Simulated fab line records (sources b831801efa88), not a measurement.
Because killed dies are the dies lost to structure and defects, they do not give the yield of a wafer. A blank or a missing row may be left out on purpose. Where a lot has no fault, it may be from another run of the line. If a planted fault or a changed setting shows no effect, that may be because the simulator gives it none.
Tool commonality check / flow sky130 / 36 wafers sampled across 12 lots

== THE REASON FOR OPENING IT ==
Of 12 lots, 3 have the reading SD_N_RS flagged at SKY_SD_N_RS_MEAS_16. No-fault wafers: 68.86 ohm/sq, standard deviation 0.15.
Rule: a lot is flagged when every wafer of it that has a number lies more than 4 standard deviations from that mean, or none has a number. The rest of the lots are taken to be sound.

lot=L320; measured=day 29 03:43; on=film_metro-03; SD_N_RS (ohm/sq), wafer by wafer=68.67 68.76 68.67; flag=
lot=L322; measured=day 29 23:35; on=film_metro-04; SD_N_RS (ohm/sq), wafer by wafer=69.11 69.13 68.80; flag=
lot=L324; measured=day 30 08:30; on=film_metro-03; SD_N_RS (ohm/sq), wafer by wafer=62.71 62.67 62.78; flag=FLAGGED
lot=L326; measured=day 31 17:38; on=film_metro-04; SD_N_RS (ohm/sq), wafer by wafer=62.79 62.79 62.71; flag=FLAGGED
lot=L328; measured=day 31 22:37; on=film_metro-04; SD_N_RS (ohm/sq), wafer by wafer=62.77 62.80 62.82; flag=FLAGGED
lot=L332; measured=day 33 14:21; on=film_metro-03; SD_N_RS (ohm/sq), wafer by wafer=68.80 68.77 68.75; flag=
lot=L335; measured=day 34 03:37; on=film_metro-03; SD_N_RS (ohm/sq), wafer by wafer=68.49 68.77 68.81; flag=
lot=L336; measured=day 34 09:43; on=film_metro-04; SD_N_RS (ohm/sq), wafer by wafer=69.08 69.00 68.92; flag=
lot=L337; measured=day 34 16:01; on=film_metro-04; SD_N_RS (ohm/sq), wafer by wafer=69.27 69.02 69.18; flag=
lot=L338; measured=day 35 03:11; on=film_metro-04; SD_N_RS (ohm/sq), wafer by wafer=69.05 68.92 69.08; flag=
lot=L339; measured=day 35 09:51; on=film_metro-01; SD_N_RS (ohm/sq), wafer by wafer=69.02 68.76 68.87; flag=
lot=L340; measured=day 35 11:22; on=film_metro-01; SD_N_RS (ohm/sq), wafer by wafer=68.86 68.88 68.97; flag=
On average the flagged lots' numbers are 62.76 ohm/sq, which is -6.10 ohm/sq against the usual, or -41 standard deviations.

== TOOL THAT RAN EACH LOT ==
The record holds 1 process step before the reading, out of a route of 708 steps. Every cell lists first the tool, next ch and the chambers used by the sampled wafers, and last the start.
lot=L320; flag=; SKY_SD_N_RTA_14=rtp_anneal-01 ch 0, day 29 03:33
lot=L322; flag=; SKY_SD_N_RTA_14=rtp_anneal-01 ch 0, day 29 23:24
lot=L324; flag=FLAGGED; SKY_SD_N_RTA_14=rtp_anneal-01 ch 0, day 30 08:19
lot=L326; flag=FLAGGED; SKY_SD_N_RTA_14=rtp_anneal-01 ch 0, day 31 17:24
lot=L328; flag=FLAGGED; SKY_SD_N_RTA_14=rtp_anneal-01 ch 0, day 31 22:23
lot=L332; flag=; SKY_SD_N_RTA_14=rtp_anneal-02 ch 0, day 33 14:10
lot=L335; flag=; SKY_SD_N_RTA_14=rtp_anneal-02 ch 0, day 34 03:27
lot=L336; flag=; SKY_SD_N_RTA_14=rtp_anneal-01 ch 0, day 34 09:31
lot=L337; flag=; SKY_SD_N_RTA_14=rtp_anneal-02 ch 0, day 34 15:49
lot=L338; flag=; SKY_SD_N_RTA_14=rtp_anneal-01 ch 0, day 35 03:00
lot=L339; flag=; SKY_SD_N_RTA_14=rtp_anneal-02 ch 0, day 35 09:40
lot=L340; flag=; SKY_SD_N_RTA_14=rtp_anneal-01 ch 0, day 35 11:11
What the steps here do:
- SKY_SD_N_RTA_14: time 2 s.
- SKY_SD_N_RS_MEAS_16: measures by four-point-probe.

== FLAGGED OVER TOTAL, TOOL BY TOOL (the gauges that took the reading come last) ==
step=SKY_SD_N_RTA_14; tool=rtp_anneal-01; lots run=8; flagged=3; share of the flagged lots=all; sound lots run after its first flagged lot=3 (L336,L338,L340)
step=SKY_SD_N_RTA_14; tool=rtp_anneal-02; lots run=4; flagged=0; share of the flagged lots=none; sound lots run after its first flagged lot=-
step=SKY_SD_N_RS_MEAS_16; tool=film_metro-01; lots run=2; flagged=0; share of the flagged lots=none; sound lots run after its first flagged lot=-
step=SKY_SD_N_RS_MEAS_16; tool=film_metro-03; lots run=4; flagged=1; share of the flagged lots=some; sound lots run after its first flagged lot=2 (L332,L335)
step=SKY_SD_N_RS_MEAS_16; tool=film_metro-04; lots run=6; flagged=2; share of the flagged lots=some; sound lots run after its first flagged lot=3 (L336,L337,L338)

== WHAT THE TABLE PERMITS ==
Rows of the table that ran each flagged lot: 1, that is rtp_anneal-01 at SKY_SD_N_RTA_14.
- rtp_anneal-01 at SKY_SD_N_RTA_14 ran 8 lots, 3 of them flagged. Sound lots followed the first flagged one (L336, L338, L340) on it, something a lasting fault affecting the whole tool could not allow. Its own readings lie more than 4 standard deviations out on every wafer of the flagged lots: lamp_power_pct, wafer_temp_C_max.
Not one row of the table ran every flagged lot while running no sound lot after the first.

== WHAT THE SIMULATOR PUT IN ==
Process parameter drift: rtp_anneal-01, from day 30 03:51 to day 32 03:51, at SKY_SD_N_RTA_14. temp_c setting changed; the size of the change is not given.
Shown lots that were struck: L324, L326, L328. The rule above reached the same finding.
